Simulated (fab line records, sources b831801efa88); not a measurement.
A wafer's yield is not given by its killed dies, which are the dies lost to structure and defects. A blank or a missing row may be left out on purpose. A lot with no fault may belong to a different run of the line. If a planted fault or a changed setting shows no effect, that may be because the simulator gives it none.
Matching of chambers :: flow gf180mcu :: GF_V5_CVD_02 on pecvd-04 has 3 sister chambers
The step deposits SiO2 from TEOS, target thk 1450 nm, time 163.28 s. 6 wafers are shown with their chamber, then 7 later ones without.

## EACH WAFER AND ITS CHAMBER
wafer: L332.6
chamber: 1
heater-power-w (W): 467
heater-power-outer-w (W): 233

wafer: L333.2
chamber: 2
heater-power-w (W): 912
heater-power-outer-w (W): 515

wafer: L333.4
chamber: 0
heater-power-w (W): 711
heater-power-outer-w (W): 411

wafer: L333.5
chamber: 2
heater-power-w (W): 733
heater-power-outer-w (W): 398

wafer: L341.1
chamber: 1
heater-power-w (W): 518
heater-power-outer-w (W): 280

wafer: L341.2
chamber: 0
heater-power-w (W): 648
heater-power-outer-w (W): 384

## WAFERS WHOSE CHAMBER IS MISSING
wafer: L341.5
heater-power-w (W): 698
heater-power-outer-w (W): 426

wafer: L347.2
heater-power-w (W): 693
heater-power-outer-w (W): 405

wafer: L347.5
heater-power-w (W): 554
heater-power-outer-w (W): 313

wafer: L347.6
heater-power-w (W): 463
heater-power-outer-w (W): 235

wafer: L348.4
heater-power-w (W): 473
heater-power-outer-w (W): 231

wafer: L348.5
heater-power-w (W): 554
heater-power-outer-w (W): 301

wafer: L348.6
heater-power-w (W): 767
heater-power-outer-w (W): 387

## WHICH CHAMBER EACH WENT THROUGH
wafer: L341.5
from the rows above: can't be placed: 0 or 2
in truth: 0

wafer: L347.2
from the rows above: can't be placed: 0 or 2
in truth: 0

wafer: L347.5
from the rows above: can't be placed: 1 or 0
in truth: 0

wafer: L347.6
from the rows above: 1
in truth: 1

wafer: L348.4
from the rows above: 1
in truth: 1

wafer: L348.5
from the rows above: can't be placed: 1 or 0
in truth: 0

wafer: L348.6
from the rows above: can't be placed: 0 or 2
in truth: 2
2 of 7 placed correctly. Not placeable from these rows: 5 (in 5, the candidates include the true chamber). Placed wrongly: 0.
How it was worked out, from the rows above alone: a wafer's distance from a chamber is the root of the sum, over the readings, of the square of ((its reading less the chamber's mean) divided by the reading's scatter). The wafer belongs to the nearest chamber; if the next one is less than 2 further off, it can't be placed. The mean given for a chamber averages the wafers shown for that chamber. The scatter: take each reading less its chamber's mean, square it, sum over the shown wafers, divide by the number of wafers less the number of chambers, and take the root.
